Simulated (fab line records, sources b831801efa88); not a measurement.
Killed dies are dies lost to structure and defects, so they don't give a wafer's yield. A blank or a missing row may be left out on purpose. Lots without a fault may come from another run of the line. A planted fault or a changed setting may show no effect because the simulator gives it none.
One fault seen from 2 desks | flow gf180mcu | each desk has only its own numbers; what lay behind them comes last

THE TOOL OWNER'S DESK: cvd_w-02
The tool's own readings at GF_V2_CVD_23 (deposits W, target thk 350 nm, time 104.94 s): means of the sampled wafers that have a number, for each lot that ran on this tool. A lot is out of limits, marked OUT, if its mean lies more than 4 standard deviations from the usual mean; the brackets give that distance.
Columns: A = chamber_pressure_Torr at GF_V2_CVD_23, usual 39.99 Torr; B = heater_power_w at GF_V2_CVD_23, usual 848 W
lot  | first seen here | A               | B
L926 | day 21 04:49    | 39.92           | 847
L927 | day 21 15:28    | 42.56 (+26) OUT | 855
L929 | day 22 17:37    | 42.52 (+25) OUT | 849
L939 | day 25 22:02    | 40.06           | 847
L941 | day 26 09:08    | 39.98           | 832
This desk's finding: out of limits on L927, L929; first on L927, day 21 15:28 (chamber_pressure_Torr at GF_V2_CVD_23). In limits: L926, L939, L941.

THE METROLOGY DESK
What the gauges read, lot by lot, whatever tool the lot ran on: means of the sampled wafers that have a number. A lot is out of limits, marked OUT, if its mean lies more than 4 standard deviations from the usual mean; the brackets give that distance.
Columns: A = cd_nm at GF_V2_CD_MEAS_14, usual 259.8 nm; B = V2_OVL at GF_V2_OVL_MEAS_15, usual 0 nm; C = V2_W_RS at GF_V2_RS_MEAS_24, usual 0.322 ohm/sq; D = V2_W_THK at GF_V2_THK_MEAS_25, usual 361 nm
lot  | first seen here | A     | B  | C     | D
L926 | day 21 03:55    | 260.4 | 9  | 0.325 | 359
L927 | day 21 14:30    | 260.7 | -7 | 0.307 | 387
L929 | day 22 16:42    | 258.5 | 2  | 0.312 | 381
L939 | day 25 21:07    | 261.0 | 2  | 0.324 | 353
L941 | day 26 08:14    | 258.4 | -0 | 0.322 | 361
L945 | day 27 13:26    | 259.8 | 9  | 0.320 | 371
This desk's finding: nothing out of limits on any of the 6 lots.

PUT TOGETHER
The tool owner's desk could have raised an alarm at day 21 15:28, on L927, L929.
The metrology desk saw nothing out of limits.
The metrology desk has L927, L929 on record, within its limits.
Of the lots named, all ran GF_V2_CVD_23 on cvd_w-02.

WHAT THE SIMULATOR HAD PUT IN
Process parameter drift: cvd_w-02, from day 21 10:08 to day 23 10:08, at GF_V2_CVD_23. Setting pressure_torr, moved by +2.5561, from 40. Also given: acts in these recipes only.
Lots struck among those shown: L927, L929.
Hours from the fault's start to each desk's first reading out of limits: the tool owner's desk, 5.
